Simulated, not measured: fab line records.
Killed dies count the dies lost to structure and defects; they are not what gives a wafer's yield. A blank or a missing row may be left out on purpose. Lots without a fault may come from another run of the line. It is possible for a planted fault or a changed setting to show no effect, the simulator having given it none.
The tool behind it: which one? || flow sky130 || Sampling: 11 lots, 33 wafers, 4 of 708 route steps

## WHAT EACH GAUGE READ, for each wafer
SKY_VIA2_THK_MEAS_23: measures by xrf.
{"lot": "L696", "measured": "day 36 03:22", "on": "film-metro-03", "VIA2_W_THK (nm)": "430 429 433"}
{"lot": "L698", "measured": "day 36 23:13", "on": "film-metro-03", "VIA2_W_THK (nm)": "436 443 435"}
{"lot": "L699", "measured": "day 37 04:59", "on": "film-metro-02", "VIA2_W_THK (nm)": "430 429 423"}
{"lot": "L700", "measured": "day 37 12:42", "on": "film-metro-03", "VIA2_W_THK (nm)": "430 432 432"}
{"lot": "L701", "measured": "day 38 00:40", "on": "film-metro-03", "VIA2_W_THK (nm)": "432 421 424"}
{"lot": "L702", "measured": "day 38 04:01", "on": "film-metro-04", "VIA2_W_THK (nm)": "443 442 445"}
{"lot": "L704", "measured": "day 39 01:26", "on": "film-metro-03", "VIA2_W_THK (nm)": "438 437 434"}
{"lot": "L705", "measured": "day 39 13:40", "on": "film-metro-04", "VIA2_W_THK (nm)": "443 441 442"}
{"lot": "L709", "measured": "day 40 11:58", "on": "film-metro-03", "VIA2_W_THK (nm)": "435 435 440"}
{"lot": "L719", "measured": "day 43 15:23", "on": "film-metro-03", "VIA2_W_THK (nm)": "421 421 426"}
{"lot": "L718", "measured": "day 43 17:07", "on": "film-metro-02", "VIA2_W_THK (nm)": "431 432 426"}

## WHICH TOOL RAN EACH LOT (tool, then ch and the chambers of the sampled wafers, then the start)
{"lot": "L696", "SKY_METAL2_SPUTTER_04": "pvd-sputter-04, day 33 19:56", "SKY_METAL2_DESCUM_17": "rie-metal-01 ch 0,1, day 34 22:22", "SKY_VIA2_ETCH_14": "rie-diel-04 ch 0,2,3, day 36 02:20"}
{"lot": "L698", "SKY_METAL2_SPUTTER_04": "pvd-sputter-02, day 34 16:29", "SKY_METAL2_DESCUM_17": "rie-metal-04 ch 0,1, day 35 18:56", "SKY_VIA2_ETCH_14": "rie-diel-01 ch 0,2,3, day 36 22:13"}
{"lot": "L699", "SKY_METAL2_SPUTTER_04": "pvd-sputter-02, day 34 21:52", "SKY_METAL2_DESCUM_17": "rie-metal-01 ch 0,1, day 36 00:25", "SKY_VIA2_ETCH_14": "rie-diel-02 ch 0,1, day 37 03:58"}
{"lot": "L700", "SKY_METAL2_SPUTTER_04": "pvd-sputter-02, day 35 06:05", "SKY_METAL2_DESCUM_17": "rie-metal-02 ch 0,1, day 36 08:16", "SKY_VIA2_ETCH_14": "rie-diel-04 ch 0,1,3, day 37 11:40"}
{"lot": "L701", "SKY_METAL2_SPUTTER_04": "pvd-sputter-01, day 35 17:59", "SKY_METAL2_DESCUM_17": "rie-metal-02 ch 0,1, day 36 19:50", "SKY_VIA2_ETCH_14": "rie-diel-02 ch 0,1,2, day 37 23:40"}
{"lot": "L702", "SKY_METAL2_SPUTTER_04": "pvd-sputter-02, day 35 22:25", "SKY_METAL2_DESCUM_17": "rie-metal-01 ch 1, day 37 00:14", "SKY_VIA2_ETCH_14": "rie-diel-04 ch 1,2,3, day 38 02:58"}
{"lot": "L704", "SKY_METAL2_SPUTTER_04": "pvd-sputter-01, day 36 19:41", "SKY_METAL2_DESCUM_17": "rie-metal-04 ch 0,1, day 37 21:41", "SKY_VIA2_ETCH_14": "rie-diel-02 ch 0,1,2, day 39 00:25"}
{"lot": "L705", "SKY_METAL2_SPUTTER_04": "pvd-sputter-02, day 37 06:34", "SKY_METAL2_DESCUM_17": "rie-metal-01 ch 0,1, day 38 08:43", "SKY_VIA2_ETCH_14": "rie-diel-02 ch 0,1,2, day 39 12:25"}
{"lot": "L709", "SKY_METAL2_SPUTTER_04": "pvd-sputter-04, day 38 06:06", "SKY_METAL2_DESCUM_17": "rie-metal-04 ch 0,1, day 39 07:52", "SKY_VIA2_ETCH_14": "rie-diel-04 ch 0,1,3, day 40 10:55"}
{"lot": "L719", "SKY_METAL2_SPUTTER_04": "pvd-sputter-02, day 41 13:19", "SKY_METAL2_DESCUM_17": "rie-metal-01 ch 0,1, day 42 12:55", "SKY_VIA2_ETCH_14": "rie-diel-01 ch 0,2, day 43 14:22"}
{"lot": "L718", "SKY_METAL2_SPUTTER_04": "pvd-sputter-02, day 41 15:58", "SKY_METAL2_DESCUM_17": "rie-metal-02 ch 0,1, day 42 16:01", "SKY_VIA2_ETCH_14": "rie-diel-02 ch 1,3, day 43 16:07"}
- SKY_METAL2_SPUTTER_04: material TiN, target thk 70 nm, time 58.3 s.
- SKY_METAL2_DESCUM_17: chemistry O2, time 8 s.
- SKY_VIA2_ETCH_14: etches BARC in N2/H2, stops on SiO2, time 45.9 s, target depth 60 nm.

## THE ANSWER, worked out from the rows above alone
Rule: the usual values come from the lots themselves. Put in order of their means at a reading, lots are off if they are a third of the lots or fewer, leave a main group of 4 or more, and stand apart from it by a gap of 3 or more times the standard deviation of the main group's means; of several such gaps the widest counts. A main group whose means are all the same, to the digits that the tables above print for the reading, isn't used. A lot without any number at a reading at which 4 lots or more have one is off too. Where the step has rows for the other lots, those lots are counted as sound.
No lot is off at any reading shown: from this, nothing can be told.

## WHAT HAD BEEN PUT IN BY THE SIMULATOR
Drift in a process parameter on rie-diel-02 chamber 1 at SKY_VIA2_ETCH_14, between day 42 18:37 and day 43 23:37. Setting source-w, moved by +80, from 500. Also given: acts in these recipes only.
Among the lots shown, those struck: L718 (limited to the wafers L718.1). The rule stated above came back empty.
